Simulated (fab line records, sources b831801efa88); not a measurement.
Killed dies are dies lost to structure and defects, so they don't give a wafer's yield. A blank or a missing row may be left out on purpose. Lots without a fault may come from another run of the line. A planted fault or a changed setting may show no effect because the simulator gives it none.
Which tool did it? | flow sky130 | 6 lots, 18 wafers sampled, at 4 steps of a route of 708

WHAT THE GAUGES READ, wafer by wafer
SKY_PAD_OPEN_BOW_MEAS_13.
lot  | measured     | on            | PAD_OPEN_BOW (um)
L693 | day 46 06:05 | film_metro-01 | 51 53 37
L697 | day 46 23:22 | film_metro-03 | 49 62 53
L701 | day 48 06:32 | film_metro-03 | 46 34 34
L706 | day 49 04:53 | film_metro-01 | 48 48 40
L711 | day 50 13:13 | film_metro-01 | 35 34 33
L715 | day 51 03:52 | film_metro-03 | 40 47 44

WHICH TOOL RAN EACH LOT (tool, then ch and the chambers of the sampled wafers, then the start)
lot  | SKY_VIA1_CMP_02               | SKY_VIA4_SPUTTER_17          | SKY_PASSIVATION_STRIP_12
L693 | cmp-02 ch 0,3, day 33 05:33   | pvd_sputter-03, day 43 07:32 | plasma_asher-03 ch 0,1, day 45 06:35
L697 | cmp-01 ch 1,2,3, day 34 07:47 | pvd_sputter-03, day 44 03:08 | plasma_asher-03 ch 0,1, day 46 00:25
L701 | cmp-01 ch 1,2,3, day 36 01:17 | pvd_sputter-02, day 45 13:04 | plasma_asher-04 ch 0,1, day 47 08:40
L706 | cmp-02 ch 1,2, day 37 07:43   | pvd_sputter-04, day 46 14:59 | plasma_asher-04 ch 0,1, day 48 08:19
L711 | cmp-02 ch 0,1,2, day 39 07:58 | pvd_sputter-03, day 48 04:38 | plasma_asher-01 ch 0,1, day 49 19:17
L715 | cmp-02 ch 1,2, day 40 09:32   | pvd_sputter-02, day 48 23:57 | plasma_asher-04 ch 1, day 50 11:11
- SKY_VIA1_CMP_02: polishes SiO2.
- SKY_VIA4_SPUTTER_17: material TiN, target thk 20 nm, time 80 s.
- SKY_PASSIVATION_STRIP_12: strips in O2/N2.

THE ANSWER, worked out from the rows above alone
Rule: what is usual is taken from the lots themselves. Put in order of their means at a reading, lots are off if they are a third of the lots or fewer, leave a main group of 4 or more, and stand apart from it by a gap of 3 or more times the standard deviation of the main group's means; of several such gaps the widest counts. A main group whose means are all the same, to the digits that the tables above print for the reading, isn't used. A lot without any number at a reading at which 4 lots or more have one is off too. The other lots that the step has rows for count as sound.
No lot is off at any reading shown: from this, nothing can be told.

WHAT THE SIMULATOR HAD PUT IN
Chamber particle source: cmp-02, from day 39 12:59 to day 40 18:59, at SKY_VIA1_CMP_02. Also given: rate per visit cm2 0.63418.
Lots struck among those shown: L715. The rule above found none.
